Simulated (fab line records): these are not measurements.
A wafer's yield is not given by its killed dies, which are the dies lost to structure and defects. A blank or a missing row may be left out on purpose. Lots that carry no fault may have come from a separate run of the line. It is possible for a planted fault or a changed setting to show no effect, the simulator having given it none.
A struck lot beside a sound one || flow sky130 || 15 out of 708 route steps
Sound: these wafers, L716.1, L716.3, L716.4. Struck: wafer L713.4. (L713.2, L713.6 of the same lot were not struck and are left out.) The cause comes at the end.
For every step that has rows: the tool of each side, followed by ch and its chambers, followed by its first start. Under that, the readings that differ: sound wafers || struck wafers || difference of the means || sigmas: that difference in standard deviations of wafers without a fault.
alike: words and numbers the same on both sides, and readings whose means are apart by under 2 such deviations; not compared: readings that were withheld, readings missing a value for some wafer, numbers with overlapping values and no deviation given by the record, and bounds like >300 which may hide the same value.
Wherever a step has rows on one side only, a row that says differs or no value, or a row with sigmas, the two part there. Numbers that have no deviation but don't overlap get no sigmas and don't part them. A reading missing from all wafers of one side parts the sides only when that side holds two or more wafers.

SKY_VIA1_STRIP_16: strips in O2/N2.
  sound on plasma_asher-03 ch 0,1, day 39 03:51; struck on plasma_asher-02 ch 0, day 38 03:49
  alike: chamber_pressure_mTorr, drypump_motor_current_A, o2_flow_sccm, oes_product_au, strip_time_to_endpoint_s
  not compared: rf_hours_counter_h
then, 3 steps without rows for these wafers: SKY_VIA1_STRIP_17 (strips in post etch residue remover, time 1200 s); SKY_VIA1_CLEAN_18 (cleans in IPA, time 180 s); SKY_VIA1_CLEAN_19 (cleans in O3/DIW).
SKY_VIA1_SPUTTER_20: material TiN, target thk 20 nm, time 80 s.
  sound: pvd_sputter-01 at day 39 04:26; struck: pvd_sputter-04 at day 38 05:01
  alike: throttle_valve_pct
then, 1 step without rows for these wafers: SKY_VIA1_CVD_21 (deposits W, target thk 270 nm, time 80.902 s).
SKY_VIA1_RS_MEAS_22: the measuring method here is four-point-probe.
  sound: film_metro-01 at day 39 04:43; struck: film_metro-04 at day 38 05:11
  alike: VIA1_W_RS
SKY_VIA1_THK_MEAS_23: measures by xrf.
  sound: film_metro-01 at day 39 04:50; struck: film_metro-04 at day 38 05:17
  alike: VIA1_W_THK
then, 1 step without rows for these wafers: SKY_VIA1_CMP_24 (polishes, stops on SiO2, t overpolish 15 s, target thk 0 nm).
SKY_METAL2_SPUTTER_00: material Ti, target thk 15 nm, time 10 s.
  sound: pvd_sputter-04 at day 39 05:11; struck: pvd_sputter-02 at day 38 05:50
  alike: throttle_valve_pct
then, 1 step without rows for these wafers: SKY_METAL2_SPUTTER_01 (material TiN, target thk 20 nm, time 16.7 s).
SKY_METAL2_SPUTTER_02: material AlCu, target thk 250 nm, time 13.3 s.
  sound: pvd_sputter-04 at day 39 05:14; struck: pvd_sputter-02 at day 38 05:53
  alike: throttle_valve_pct
SKY_METAL2_SPUTTER_03: material Ti, target thk 5 nm, time 3.3 s.
  sound: pvd_sputter-04 at day 39 05:16; struck: pvd_sputter-02 at day 38 05:54
{"reading": "model.Ti_of_METAL2_SPUTTER_03.thk_nm (nm)", "sound": "5.366 5.195 5.115", "struck": 7.3, "difference": "+2.1", "sigmas": ""}
  alike: throttle_valve_pct
SKY_METAL2_SPUTTER_04: material TiN, target thk 70 nm, time 58.3 s.
  sound: pvd_sputter-04 at day 39 05:17; struck: pvd_sputter-02 at day 38 05:55
  alike: throttle_valve_pct
-- the record jumps here: 11 days lie between the struck wafers' starts before and after (it left off in module METAL2 and takes up again in module PAD_OPEN, whose first step shown is number 708 of the route) --
SKY_PAD_OPEN_PROBE_99:
  sound: prober-02 at day 49 10:00; struck: prober-01 at day 49 01:05
{"reading": "model.etest.met2.rs_ohm_sq", "sound": "0.1296 0.1275 0.1297", "struck": 0.1317, "difference": "+0.0028", "sigmas": ""}
  alike: defect_limited_yield, killed_at_M0_to_M3, killed_at_M4_up, killed_at_contacts, killed_at_front_end, killed_at_other, killed_dies, killed_open, killed_short, sort_bin_3_pad_short, sort_bin_5_function, sort_bin_6_memory, sort_n_pass, sort_yield_pct

WHERE THEY PART
Nowhere in this record.

WHY: what the simulator had put in
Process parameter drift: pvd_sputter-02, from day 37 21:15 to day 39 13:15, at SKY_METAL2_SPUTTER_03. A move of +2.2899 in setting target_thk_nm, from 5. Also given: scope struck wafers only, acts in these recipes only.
